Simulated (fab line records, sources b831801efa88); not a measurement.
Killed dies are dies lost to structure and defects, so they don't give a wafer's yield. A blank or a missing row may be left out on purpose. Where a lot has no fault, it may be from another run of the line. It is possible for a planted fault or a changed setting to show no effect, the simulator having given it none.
fab line records | flow sfq-line
record lots=13 | wafers=38 | last-day=86
route steps=325 shown L0V@20 I0@46
lots that met no fault: from a run of the same line without faults
start-h: start of the lot's first displayed wafer, in hours after the record's first day | wait-h: hours from the lot's prior step to this one | " identical to the entry in the row above | L1.1+2: several wafers, shown together as one row | - no value present, or no start provided | * or withheld: withheld | < > ~ a bound
route shown NAME@n: a module of which the file shows steps, and the number in the route of the first | usual: the fault-free wafers' mean and standard deviation | same: alike in all rows | chamber/n: place in a boat | sites: per-site readings | _std_site: the values' standard deviation | _edge_site: the outer-site mean with the inner-site mean subtracted | radius-mm: for every site, how far away it sits from the centre of the wafer | mask NAME#n: copy n | behind: tool/chamber where the wafer was last shaped | hold: why the lot went on hold/how many hours it stayed there/how the hold came to an end | device: which transistor (n, p or np) failed to switch | end of line: tests run on the same wafers once the route is complete | step lacking rows: just its recipe | killed: the dies lost at the first sort to structure and to defects; this is not the yield of the wafer | map: per-die view of a wafer (x killed, . not killed, _ where there is no die)
set.NAME: the setting as run; set.NAME@STEP: as run at that earlier step | model.NAME: the simulator's own value behind a step, which no gauge read
steps of the route over a sample of lots; a table a step, a row a wafer
services: the hour from which a tool's chamber was out of use, counted from the record's first day as start-h (under 0 if before that day), plus the number of hours and why
## steps
# step SFQ_TRILAYER_L0_VIA_LITHO_EXPOSE_014
# recipe mask-id=L0V | na=0.6 | source-shape=conventional | sigma-outer=0.65 | target-cd-nm=700 | dose-mj=21.3
# usual reticle-temp-C=23.02/0.1
lot.wafer | tool           | chamber | start-h | wait-h | mask  | reticle-temp-C
L892.1    | krf-scanner-02 | 0       | 139.73  | -      | L0V#0 | 23.07
L892.2    | "              | 0       | "       | "      | L0V#0 | 23.10
L892.3    | "              | 0       | "       | "      | L0V#0 | 22.99
L893.2    | krf-scanner-02 | 0       | 151.93  | -      | L0V#0 | 22.90
L893.4    | "              | 0       | "       | "      | L0V#0 | 22.93
L893.6    | "              | 0       | "       | "      | L0V#0 | 22.91
L895.1    | krf-scanner-01 | 0       | 172.72  | -      | L0V#0 | 23.14
L895.3    | "              | 0       | "       | "      | L0V#0 | 23.07
L895.6    | "              | 0       | "       | "      | L0V#0 | 23.13
L896.1    | krf-scanner-01 | 0       | 183.75  | -      | L0V#0 | 23.06
L896.2    | "              | 0       | "       | "      | L0V#0 | 23.05
L896.5    | "              | 0       | "       | "      | L0V#0 | 23.02
L897.1    | krf-scanner-01 | 0       | 188.55  | -      | L0V#0 | 23.10
L897.3    | "              | 0       | "       | "      | L0V#0 | 23.20
L897.4    | "              | 0       | "       | "      | L0V#0 | 23.08
L899.1    | krf-scanner-01 | 0       | 195.75  | -      | L0V#0 | 22.91
L899.4    | "              | 0       | "       | "      | L0V#0 | 23.00
L899.6    | "              | 0       | "       | "      | L0V#0 | 22.88
L900.1    | krf-scanner-01 | 0       | 199.35  | -      | L0V#0 | 23.10
L900.3    | "              | 0       | "       | "      | L0V#0 | 22.96
L900.4    | "              | 0       | "       | "      | L0V#0 | 23.06
L902.2    | krf-scanner-02 | 0       | 208.35  | -      | L0V#0 | 23.31
L902.3    | "              | 0       | "       | "      | L0V#0 | 23.19
L902.6    | "              | 0       | "       | "      | L0V#0 | 23.21
L903.2    | krf-scanner-02 | 0       | 214.35  | -      | L0V#0 | 22.90
L903.4    | "              | 0       | "       | "      | L0V#0 | 22.89
L912.1    | krf-scanner-01 | 0       | 307.90  | -      | L0V#0 | 22.90
L912.2    | "              | 0       | "       | "      | L0V#0 | 22.99
L912.5    | "              | 0       | "       | "      | L0V#0 | 22.91
L913.1    | krf-scanner-02 | 0       | 319.61  | -      | L0V#0 | 22.98
L913.2    | "              | 0       | "       | "      | L0V#0 | 22.98
L913.3    | "              | 0       | "       | "      | L0V#0 | 22.92
L914.2    | krf-scanner-02 | 0       | 324.61  | -      | L0V#0 | 23.07
L914.4    | "              | 0       | "       | "      | L0V#0 | 23.05
L914.5    | "              | 0       | "       | "      | L0V#0 | 23.12
L915.2    | krf-scanner-02 | 0       | 331.81  | -      | L0V#0 | 23.07
L915.3    | "              | 0       | "       | "      | L0V#0 | 23.12
L915.6    | "              | 0       | "       | "      | L0V#0 | 23.15
# step SFQ_TRILAYER_I0_METRO_MEASURE_029
# usual thk-nm=200.0/1.2
lot.wafer | tool          | chamber | start-h | wait-h | thk-nm
L892.1    | film-metro-02 | -       | 237.87  | 0.1    | 200.0
L892.2    | "             | -       | "       | "      | 200.8
L892.3    | "             | -       | "       | "      | 201.1
L893.2    | film-metro-04 | -       | 251.68  | 0.3    | 199.4
L893.4    | "             | -       | "       | "      | 199.0
L893.6    | "             | -       | "       | "      | 199.2
L895.1    | film-metro-01 | -       | 279.75  | 0.1    | 199.9
L895.3    | "             | -       | "       | "      | 199.0
L895.6    | "             | -       | "       | "      | 199.0
L896.1    | film-metro-04 | -       | 288.58  | 0.1    | 197.0
L896.2    | "             | -       | "       | "      | 200.9
L896.5    | "             | -       | "       | "      | 198.3
L897.1    | film-metro-01 | -       | 298.59  | 0.1    | 198.9
L897.3    | "             | -       | "       | "      | 199.6
L897.4    | "             | -       | "       | "      | 200.8
L899.1    | film-metro-04 | -       | 311.19  | 0.1    | 201.1
L899.4    | "             | -       | "       | "      | 200.8
L899.6    | "             | -       | "       | "      | 199.6
L900.1    | film-metro-01 | -       | 321.71  | 0.1    | 200.3
L900.3    | "             | -       | "       | "      | 202.2
L900.4    | "             | -       | "       | "      | 200.8
L902.2    | film-metro-04 | -       | 331.51  | 0.3    | 199.1
L902.3    | "             | -       | "       | "      | 198.7
L902.6    | "             | -       | "       | "      | 200.2
L903.2    | film-metro-01 | -       | 347.14  | 4.4    | 201.9
L903.4    | "             | -       | "       | "      | 200.9
L903.2    | film-metro-01 | -       | 348.51  | 1.2    | 202.1
L903.4    | "             | -       | "       | "      | 201.0
L912.1    | film-metro-02 | -       | 455.04  | 0.1    | 199.7
L912.2    | "             | -       | "       | "      | 201.0
L912.5    | "             | -       | "       | "      | 199.8
L913.1    | film-metro-04 | -       | 469.38  | 0.1    | 197.2
L913.2    | "             | -       | "       | "      | 201.9
L913.3    | "             | -       | "       | "      | 199.3
L914.2    | film-metro-02 | -       | 474.95  | 0.3    | 201.9
L914.4    | "             | -       | "       | "      | 201.5
L914.5    | "             | -       | "       | "      | 199.4
L915.2    | film-metro-02 | -       | 482.18  | 0.3    | 199.8
L915.3    | "             | -       | "       | "      | 200.2
L915.6    | "             | -       | "       | "      | 199.8
## services
tool           | chamber | start-h | hours | kind
film-metro-04  | -       | 117.98  | 1.6   | pm
krf-scanner-02 | -       | 130.17  | 1.2   | repair
krf-scanner-02 | -       | 154.38  | 0.4   | repair
krf-scanner-01 | -       | 157.90  | 10.0  | repair
film-metro-04  | -       | 167.49  | 1.0   | pm
krf-scanner-02 | -       | 168.53  | 1.0   | pm
krf-scanner-01 | -       | 176.32  | 1.3   | pm
krf-scanner-02 | -       | 182.73  | 1.3   | pm
krf-scanner-01 | -       | 201.75  | 0.8   | pm
krf-scanner-02 | -       | 230.06  | 0.9   | repair
krf-scanner-02 | -       | 236.43  | 0.7   | repair
krf-scanner-02 | -       | 262.63  | 0.8   | pm
krf-scanner-01 | -       | 267.39  | 4.0   | pm
film-metro-04  | -       | 268.61  | 0.9   | repair
krf-scanner-01 | -       | 282.13  | 1.0   | pm
krf-scanner-02 | -       | 290.84  | 0.4   | repair
krf-scanner-01 | -       | 314.69  | 0.8   | repair
krf-scanner-02 | -       | 334.01  | 1.0   | pm
krf-scanner-01 | -       | 352.94  | 1.3   | pm
krf-scanner-02 | -       | 359.07  | 1.3   | pm
krf-scanner-02 | -       | 361.74  | 4.4   | pm
krf-scanner-01 | -       | 371.19  | 0.8   | pm
krf-scanner-02 | -       | 431.32  | 0.8   | pm
krf-scanner-01 | -       | 452.16  | 1.0   | pm
## key
first-sign step=SFQ_TRILAYER_I0_METRO_MEASURE_029 | reading=visit | direction=added
effect none on later readings
met-at SFQ_TRILAYER_L0_VIA_LITHO_EXPOSE_014
struck-lots L903
struck-wafers L903.2
onset-between 208.35 214.35
fault kind=process-parameter-drift | tool=krf-scanner-02 | chamber=- | onset-h=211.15 | steps=SFQ_TRILAYER_L0_VIA_LITHO_EXPOSE_014 | channel=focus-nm | offset=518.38 | shape=step | end-h=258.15 | scope=struck-wafers-only
